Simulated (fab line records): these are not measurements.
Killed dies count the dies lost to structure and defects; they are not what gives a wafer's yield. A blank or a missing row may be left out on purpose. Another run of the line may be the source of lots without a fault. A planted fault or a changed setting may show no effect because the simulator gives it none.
What tool caused it? + flow gf180mcu + Sampling: 14 lots, 42 wafers, 4 of 602 route steps

## WHAT THE GAUGES SHOWED, per wafer
GF_CONTACT_RS_MEAS_25: measures by four-point-probe.
| lot  | measured     | on            | CONTACT_W_RS (ohm/sq) |
|------|--------------|---------------|-----------------------|
| L675 | day 16 01:08 | film-metro-01 | 0.386 0.382 0.386     |
| L676 | day 17 03:15 | film-metro-01 | 0.388 0.387 0.387     |
| L678 | day 17 11:50 | film-metro-03 | 0.382 0.384 0.385     |
| L677 | day 17 14:44 | film-metro-01 | 0.388 0.387 0.388     |
| L681 | day 18 10:34 | film-metro-03 | 0.388 0.384 0.382     |
| L682 | day 19 00:40 | film-metro-01 | 0.380 0.383 0.385     |
| L687 | day 20 13:16 | film-metro-02 | 0.385 0.384 0.383     |
| L689 | day 21 06:25 | film-metro-02 | 0.380 0.383 0.381     |
| L690 | day 21 15:58 | film-metro-03 | 0.393 0.394 0.390     |
| L691 | day 21 22:48 | film-metro-03 | 0.387 0.386 0.384     |
| L694 | day 23 00:37 | film-metro-03 | 0.384 0.384 0.383     |
| L696 | day 23 18:29 | film-metro-02 | 0.381 0.383 0.386     |
| L697 | day 23 22:26 | film-metro-02 | 0.390 0.388 0.390     |
| L698 | day 24 04:25 | film-metro-02 | 0.389 0.391 0.386     |

GF_CONTACT_THK_MEAS_26: measures by xrf.
| lot  | measured     | on            | CONTACT_W_THK (nm) |
|------|--------------|---------------|--------------------|
| L675 | day 16 01:14 | film-metro-01 | 309 313 310        |
| L676 | day 17 03:22 | film-metro-01 | 311 311 311        |
| L678 | day 17 11:56 | film-metro-03 | 314 311 307        |
| L677 | day 17 14:50 | film-metro-01 | 310 311 311        |
| L681 | day 18 10:41 | film-metro-03 | 308 314 313        |
| L682 | day 19 00:47 | film-metro-01 | 316 313 314        |
| L687 | day 20 13:23 | film-metro-02 | 315 314 316        |
| L689 | day 21 06:32 | film-metro-02 | 317 314 313        |
| L690 | day 21 16:05 | film-metro-03 | 304 300 306        |
| L691 | day 21 22:55 | film-metro-03 | 307 309 310        |
| L694 | day 23 00:42 | film-metro-03 | 309 308 308        |
| L696 | day 23 18:37 | film-metro-02 | 319 315 315        |
| L697 | day 23 22:33 | film-metro-02 | 309 311 312        |
| L698 | day 24 04:31 | film-metro-02 | 310 308 311        |

GF_V1_RS_MEAS_24: measures by four-point-probe.
| lot  | measured     | on            | V1_W_RS (ohm/sq)  |
|------|--------------|---------------|-------------------|
| L675 | day 18 02:29 | film-metro-03 | 0.327 0.323 0.332 |
| L676 | day 19 05:22 | film-metro-03 | 0.330 0.330 0.328 |
| L678 | day 19 14:16 | film-metro-04 | 0.329 0.333 0.329 |
| L677 | day 19 18:25 | film-metro-02 | 0.329 0.334 0.330 |
| L681 | day 20 13:52 | film-metro-04 | 0.332 0.329 0.331 |
| L682 | day 21 04:22 | film-metro-02 | 0.330 0.328 0.333 |
| L687 | day 22 15:38 | film-metro-02 | 0.329 0.327 0.328 |
| L689 | day 23 07:48 | film-metro-03 | 0.331 0.327 0.335 |
| L690 | day 23 17:37 | film-metro-02 | 0.330 0.333 0.333 |
| L691 | day 23 23:36 | film-metro-03 | 0.334 0.332 0.335 |
| L694 | day 24 23:11 | film-metro-04 | 0.326 0.329 0.327 |
| L696 | day 25 17:44 | film-metro-04 | 0.331 0.330 0.328 |
| L697 | day 25 20:32 | film-metro-04 | 0.335 0.331 0.333 |
| L698 | day 26 01:58 | film-metro-04 | 0.332 0.334 0.329 |

## WHAT TOOL EACH LOT RAN ON (gives the tool, then ch and the chambers of the sampled wafers, and finally the start)
| lot  | GF_HV_LDD_HMDS_13                 |
|------|-----------------------------------|
| L675 | litho-track-02 ch 0, day 10 11:11 |
| L676 | litho-track-02 ch 0, day 11 05:02 |
| L678 | litho-track-04 ch 0, day 11 13:04 |
| L677 | litho-track-04 ch 0, day 11 14:32 |
| L681 | litho-track-04 ch 0, day 12 08:32 |
| L682 | litho-track-04 ch 0, day 12 21:41 |
| L687 | litho-track-04 ch 0, day 14 02:41 |
| L689 | litho-track-04 ch 0, day 14 16:44 |
| L690 | litho-track-02 ch 0, day 15 01:55 |
| L691 | litho-track-03 ch 0, day 15 06:32 |
| L694 | litho-track-02 ch 0, day 16 06:23 |
| L696 | litho-track-04 ch 0, day 17 00:47 |
| L697 | litho-track-02 ch 0, day 17 04:43 |
| L698 | litho-track-02 ch 0, day 17 11:11 |
- GF_HV_LDD_HMDS_13: prime time 60 s.

## AS READ BY THE TOOLS THEMSELVES (means over the sampled wafers that have a number; for cases with no such wafer, the mark the record gives instead)
GF_HV_LDD_HMDS_13.
| lot  | tool           | prime-temp-c (C) | resist-line-temp-C (C) |
|------|----------------|------------------|------------------------|
| L675 | litho-track-02 | 119.97           | 23.10                  |
| L676 | litho-track-02 | 120.11           | 22.99                  |
| L678 | litho-track-04 | 120.03           | 23.02                  |
| L677 | litho-track-04 | 120.02           | 23.00                  |
| L681 | litho-track-04 | 119.99           | 23.02                  |
| L682 | litho-track-04 | 120.03           | 22.90                  |
| L687 | litho-track-04 | 126.64           | 23.07                  |
| L689 | litho-track-04 | 126.62           | 22.95                  |
| L690 | litho-track-02 | 119.81           | 23.12                  |
| L691 | litho-track-03 | 119.91           | 23.13                  |
| L694 | litho-track-02 | 119.96           | 22.98                  |
| L696 | litho-track-04 | 119.99           | 23.07                  |
| L697 | litho-track-02 | 120.11           | 22.89                  |
| L698 | litho-track-02 | 119.91           | 23.08                  |

## THE ANSWER, worked out from the rows above alone
Rule: the lots themselves supply what counts as usual. Put in order of their means at a reading, lots are off if they are a third of the lots or fewer, leave a main group of 4 or more, and stand apart from it by a gap of 3 or more times the standard deviation of the main group's means; of several such gaps the widest counts. A main group whose means are all the same, to the digits that the tables above print for the reading, isn't used. A lot without any number at a reading at which 4 lots or more have one is off too. All remaining lots with rows at the step are treated as sound. After the gauges, taken in route order, come the tools' own readings; for these a lot's mean is taken, as printed above. The first step at which some lot is off is used, and at that step the reading that is off furthest; a lot without a number counts as furthest.
Off at GF_HV_LDD_HMDS_13 (prime-temp-c): L687, L689. For the main group the mean is 119.99 C and the standard deviation 0.081.
If a tool, at that step or one of the process steps before it, ran each lot that is off and ran no sound lot following the first of them, it fits. Of those tried, none fits.

## WHAT THE SIMULATOR PUT IN
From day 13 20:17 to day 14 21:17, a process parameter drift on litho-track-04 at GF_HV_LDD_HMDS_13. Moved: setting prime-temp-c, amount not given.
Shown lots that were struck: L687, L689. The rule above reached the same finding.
